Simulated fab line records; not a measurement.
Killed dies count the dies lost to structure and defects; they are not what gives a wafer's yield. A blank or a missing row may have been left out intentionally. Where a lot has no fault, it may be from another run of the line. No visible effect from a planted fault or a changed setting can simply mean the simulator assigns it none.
Chamber matching | flow sky130 | SKY_LI_CONTACT_ETCH_15 on rie-diel-02: 4 sister chambers
The step etches PSG in C4F8/O2/Ar, stops on Si, target depth 600 nm. 16 wafers are shown with their chamber, then 8 later ones without.

## WAFERS, EACH WITH ITS CHAMBER
wafer  | chamber | oes-product-au (a.u.) | rf-fwd-power-W (W)
L077.1 | 3       | 0.843                 | 1488
L077.4 | 2       | 0.839                 | 1490
L077.5 | 3       | 0.827                 | 1486
L082.1 | 3       | 0.839                 | 1496
L082.3 | 0       | 0.832                 | 1495
L082.6 | 0       | 0.838                 | 1490
L083.1 | 0       | 0.826                 | 1499
L083.2 | 2       | 0.842                 | 1481
L083.6 | 0       | 0.841                 | 1501
L084.1 | 3       | 0.839                 | 1491
L084.3 | 1       | 0.836                 | 1492
L084.6 | 3       | 0.839                 | 1493
L086.1 | 1       | 0.827                 | 1492
L086.3 | 2       | 0.844                 | 1492
L086.6 | 3       | 0.837                 | 1492
L089.2 | 3       | 0.837                 | 1502

SIGNATURES, as means of the wafers listed above
reading        | chamber 0 | chamber 1 | chamber 2 | chamber 3 | scatter within a chamber
oes-product-au | 0.83425   | 0.83150   | 0.84167   | 0.83729   | 0.00527
rf-fwd-power-W | 1496.25   | 1492.00   | 1487.67   | 1492.57   | 5.06
Rule: a wafer's distance from a chamber is the root of the sum, over the readings, of the square of ((its reading less the chamber's mean) divided by the reading's scatter). The wafer belongs to the nearest chamber; if the next one is less than 2 further off, it can't be placed. The scatter: the root of (the sum of the squares of (reading less its chamber's mean) over the shown wafers, divided by (wafers less chambers)).

## WAFERS WITH NO CHAMBER GIVEN
wafer  | oes-product-au (a.u.) | rf-fwd-power-W (W)
L089.4 | 0.838                 | 1490
L089.6 | 0.844                 | 1498
L094.3 | 0.841                 | 1502
L094.4 | 0.832                 | 1492
L094.6 | 0.828                 | 1499
L096.1 | 0.834                 | 1496
L096.2 | 0.842                 | 1491
L096.3 | 0.835                 | 1496

## WHICH CHAMBER EACH ONE RAN IN
wafer  | from the rows above               | in truth
L089.4 | can't be placed: 3 or 2 or 1 or 0 | 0
L089.6 | can't be placed: 3 or 0 or 2 or 1 | 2
L094.3 | can't be placed: 0 or 3 or 1 or 2 | 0
L094.4 | can't be placed: 1 or 0 or 3 or 2 | 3
L094.6 | can't be placed: 0 or 1 or 3      | 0
L096.1 | can't be placed: 0 or 3 or 1      | 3
L096.2 | can't be placed: 2 or 3 or 0 or 1 | 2
L096.3 | can't be placed: 0 or 3 or 1 or 2 | 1
0 of 8 placed correctly. Cannot be placed on the basis of these rows: 8; the candidates contain the true chamber in 8. Placed wrongly: 0.
